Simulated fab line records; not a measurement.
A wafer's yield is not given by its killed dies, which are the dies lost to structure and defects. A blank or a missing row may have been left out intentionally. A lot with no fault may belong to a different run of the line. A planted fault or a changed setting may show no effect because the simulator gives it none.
Shared-tool check	flow gf180mcu	13 lots, 39 wafers sampled

== THE REASON FOR OPENING IT ==
GF_MIM_THK_MEAS_06, reading MIM_CVD_05_THK: flagged on 2 of 13 lots. Wafers without a fault read 42.1 nm, standard deviation 0.59.
Rule: flag the lot when none of its wafers has a number, or when each of its wafers that has one lies beyond 4 standard deviations from that mean. All remaining lots are regarded as sound.

lot	measured	on	MIM_CVD_05_THK (nm), wafer by wafer	flag
L787	day 24 09:49	film_metro-04	41.6 41.8 42.3	
L789	day 25 07:57	film_metro-03	42.1 41.5 42.2	
L790	day 25 12:02	film_metro-01	42.3 43.6 42.9	
L791	day 25 23:38	film_metro-04	42.0 42.2 42.3	
L793	day 26 12:57	film_metro-04	41.6 41.6 41.7	
L794	day 27 09:46	film_metro-01	41.6 41.4 42.5	
L795	day 27 11:36	film_metro-04	41.5 42.7 42.0	
L796	day 27 16:37	film_metro-03	40.7 41.3 41.7	
L800	day 28 22:54	film_metro-04	42.1 42.9 42.8	
L801	day 29 05:47	film_metro-01	25.7 25.4 26.1	FLAGGED
L804	day 29 20:47	film_metro-03	26.3 26.6 27.3	FLAGGED
L809	day 31 04:02	film_metro-01	41.8 41.6 42.5	
L810	day 31 10:16	film_metro-03	42.0 41.2 42.8	
On average the flagged lots' numbers are 26.2 nm, which is -15.9 nm against the usual, or -27 standard deviations.

== TOOL THAT RAN EACH LOT ==
The record holds 2 process steps before the reading, out of a route of 602 steps. Every cell lists first the tool, next ch and the chambers used by the sampled wafers, and last the start.
lot	flag	GF_V3_SPUTTER_21	GF_MIM_CVD_05
L787		pvd_sputter-01, day 22 08:44	pecvd-02 ch 0,1,2, day 24 09:46
L789		pvd_sputter-01, day 23 07:58	pecvd-04 ch 0,2, day 25 07:55
L790		pvd_sputter-02, day 23 11:43	pecvd-04 ch 0,2, day 25 12:00
L791		pvd_sputter-03, day 23 23:39	pecvd-02 ch 0,1, day 25 23:37
L793		pvd_sputter-03, day 24 13:34	pecvd-01 ch 0,1,2, day 26 12:55
L794		pvd_sputter-03, day 25 12:38	pecvd-01 ch 1,2, day 27 09:44
L795		pvd_sputter-03, day 25 14:20	pecvd-04 ch 0,1, day 27 11:34
L796		pvd_sputter-02, day 25 19:56	pecvd-02 ch 0,1,2, day 27 16:35
L800		pvd_sputter-03, day 27 03:20	pecvd-02 ch 0,1, day 28 22:51
L801	FLAGGED	pvd_sputter-01, day 27 10:14	pecvd-02 ch 0,1, day 29 05:44
L804	FLAGGED	pvd_sputter-03, day 28 02:24	pecvd-02 ch 1,2, day 29 20:45
L809		pvd_sputter-02, day 29 11:34	pecvd-04 ch 0,1, day 31 03:59
L810		pvd_sputter-03, day 29 18:51	pecvd-04 ch 0,1,2, day 31 10:14
These steps, and what they do:
- GF_V3_SPUTTER_21: material Ti, target thk 15 nm, time 80.02 s.
- GF_MIM_CVD_05: deposits Si3N4, target thk 42 nm, time 29.086 s.
- GF_MIM_THK_MEAS_06

== FLAGGED AGAINST TOTAL, ONE TOOL AT A TIME (gauges that did the reading follow at the end) ==
step	tool	lots run	flagged	share of the flagged lots	sound lots run after its first flagged lot
GF_V3_SPUTTER_21	pvd_sputter-01	3	1	some	0
GF_V3_SPUTTER_21	pvd_sputter-02	3	0	none	-
GF_V3_SPUTTER_21	pvd_sputter-03	7	1	some	1 (L810)
GF_MIM_CVD_05	pecvd-01	2	0	none	-
GF_MIM_CVD_05	pecvd-02	6	2	all	0
GF_MIM_CVD_05	pecvd-04	5	0	none	-
GF_MIM_THK_MEAS_06	film_metro-01	4	1	some	1 (L809)
GF_MIM_THK_MEAS_06	film_metro-03	4	1	some	1 (L810)
GF_MIM_THK_MEAS_06	film_metro-04	5	0	none	-

== WHAT THE TABLE PERMITS ==
All flagged lots share 1 row of the table, namely pecvd-02 at GF_MIM_CVD_05.
- pecvd-02 at GF_MIM_CVD_05 ran 6 lots, 2 of them flagged. A fault beginning between L800 (day 28 22:51), its last sound lot, and L801 (day 29 05:44), its first flagged one, fits the data.
Just one tool remains: pecvd-02 at GF_MIM_CVD_05.

== WHAT HAD BEEN PUT IN BY THE SIMULATOR ==
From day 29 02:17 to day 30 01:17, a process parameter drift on pecvd-02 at GF_MIM_CVD_05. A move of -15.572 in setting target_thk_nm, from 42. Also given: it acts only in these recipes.
Lots struck among those shown: L801, L804. Same finding as the rule above.
